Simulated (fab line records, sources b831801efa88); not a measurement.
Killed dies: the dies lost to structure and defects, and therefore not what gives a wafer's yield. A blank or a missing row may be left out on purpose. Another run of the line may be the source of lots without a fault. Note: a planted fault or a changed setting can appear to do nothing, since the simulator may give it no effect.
Matching of chambers :: flow gf180mcu :: GF_V1_CMP_26 on cmp-01: 4 sister chambers
The step polishes, stops on SiO2, t overpolish 15 s, target thk 0 nm. 14 wafers are shown with their chamber, then 7 later ones without.

WAFERS, EACH WITH ITS CHAMBER
wafer: L170.1
chamber: 2
motorCurrentA (A): 11.0
timeToEndpointS (s): 87.2
slurryFlowMlMin: 150.0

wafer: L170.3
chamber: 1
motorCurrentA (A): 11.3
timeToEndpointS (s): 83.4
slurryFlowMlMin: 149.9

wafer: L170.4
chamber: 0
motorCurrentA (A): 12.6
timeToEndpointS (s): 87.9
slurryFlowMlMin: 149.5

wafer: L172.1
chamber: 2
motorCurrentA (A): 11.0
timeToEndpointS (s): 90.0
slurryFlowMlMin: 150.4

wafer: L172.3
chamber: 0
motorCurrentA (A): 12.7
timeToEndpointS (s): 88.7
slurryFlowMlMin: 149.9

wafer: L172.6
chamber: 3
motorCurrentA (A): 11.9
timeToEndpointS (s): 85.0
slurryFlowMlMin: 150.6

wafer: L177.2
chamber: 2
motorCurrentA (A): 10.3
timeToEndpointS (s): 88.1
slurryFlowMlMin: 150.1

wafer: L177.3
chamber: 1
motorCurrentA (A): 12.1
timeToEndpointS (s): 89.5
slurryFlowMlMin: 149.0

wafer: L177.4
chamber: 0
motorCurrentA (A): 13.5
timeToEndpointS (s): 87.6
slurryFlowMlMin: 150.7

wafer: L189.4
chamber: 3
motorCurrentA (A): 11.3
timeToEndpointS (s): 88.0
slurryFlowMlMin: 149.3

wafer: L189.5
chamber: 0
motorCurrentA (A): 13.3
timeToEndpointS (s): 90.4
slurryFlowMlMin: 150.5

wafer: L189.6
chamber: 3
motorCurrentA (A): 11.5
timeToEndpointS (s): 83.6
slurryFlowMlMin: 149.9

wafer: L190.1
chamber: 2
motorCurrentA (A): 11.5
timeToEndpointS (s): 89.3
slurryFlowMlMin: 149.8

wafer: L190.4
chamber: 1
motorCurrentA (A): 11.6
timeToEndpointS (s): 82.3
slurryFlowMlMin: 149.6

SIGNATURES (averages over the wafers above)
reading: motorCurrentA
chamber 0: 13.025
chamber 1: 11.667
chamber 2: 10.950
chamber 3: 11.567
scatter within a chamber: 0.428

reading: timeToEndpointS
chamber 0: 88.650
chamber 1: 85.067
chamber 2: 88.650
chamber 3: 85.533
scatter within a chamber: 2.23

reading: slurryFlowMlMin
chamber 0: 150.150
chamber 1: 149.500
chamber 2: 150.075
chamber 3: 149.933
scatter within a chamber: 0.486
Rule: distance of a wafer from a chamber = root of the sum over the readings of ((wafer's reading minus chamber's mean) / reading's scatter) squared. If the next closest chamber is less than 2 further off than the closest, the wafer can't be placed; otherwise it belongs to the closest. The scatter: the root of (the sum of the squares of (reading less its chamber's mean) over the shown wafers, divided by (wafers less chambers)).

WAFERS WHOSE CHAMBER IS MISSING
wafer: L190.6
motorCurrentA (A): 11.7
timeToEndpointS (s): 84.6
slurryFlowMlMin: 150.2

wafer: L191.1
motorCurrentA (A): 12.2
timeToEndpointS (s): 84.8
slurryFlowMlMin: 150.0

wafer: L191.2
motorCurrentA (A): 11.6
timeToEndpointS (s): 87.3
slurryFlowMlMin: 149.2

wafer: L191.6
motorCurrentA (A): 13.4
timeToEndpointS (s): 85.5
slurryFlowMlMin: 149.9

wafer: L192.2
motorCurrentA (A): 11.3
timeToEndpointS (s): 83.7
slurryFlowMlMin: 150.2

wafer: L192.3
motorCurrentA (A): 11.1
timeToEndpointS (s): 79.4
slurryFlowMlMin: 149.8

wafer: L192.4
motorCurrentA (A): 12.2
timeToEndpointS (s): 82.8
slurryFlowMlMin: 150.2

WHICH CHAMBER EACH WENT THROUGH
wafer: L190.6
from the rows above: can't be placed: 3 or 1 or 2
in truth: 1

wafer: L191.1
from the rows above: can't be placed: 3 or 1 or 0 or 2
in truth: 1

wafer: L191.2
from the rows above: can't be placed: 1 or 3 or 2
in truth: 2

wafer: L191.6
from the rows above: 0
in truth: 0

wafer: L192.2
from the rows above: can't be placed: 3 or 1 or 2
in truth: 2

wafer: L192.3
from the rows above: can't be placed: 1 or 3 or 2
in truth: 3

wafer: L192.4
from the rows above: can't be placed: 3 or 1 or 0 or 2
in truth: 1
1 of 7 placed correctly. Cannot be placed on the basis of these rows: 6; the candidates contain the true chamber in 6. Placed wrongly: 0.
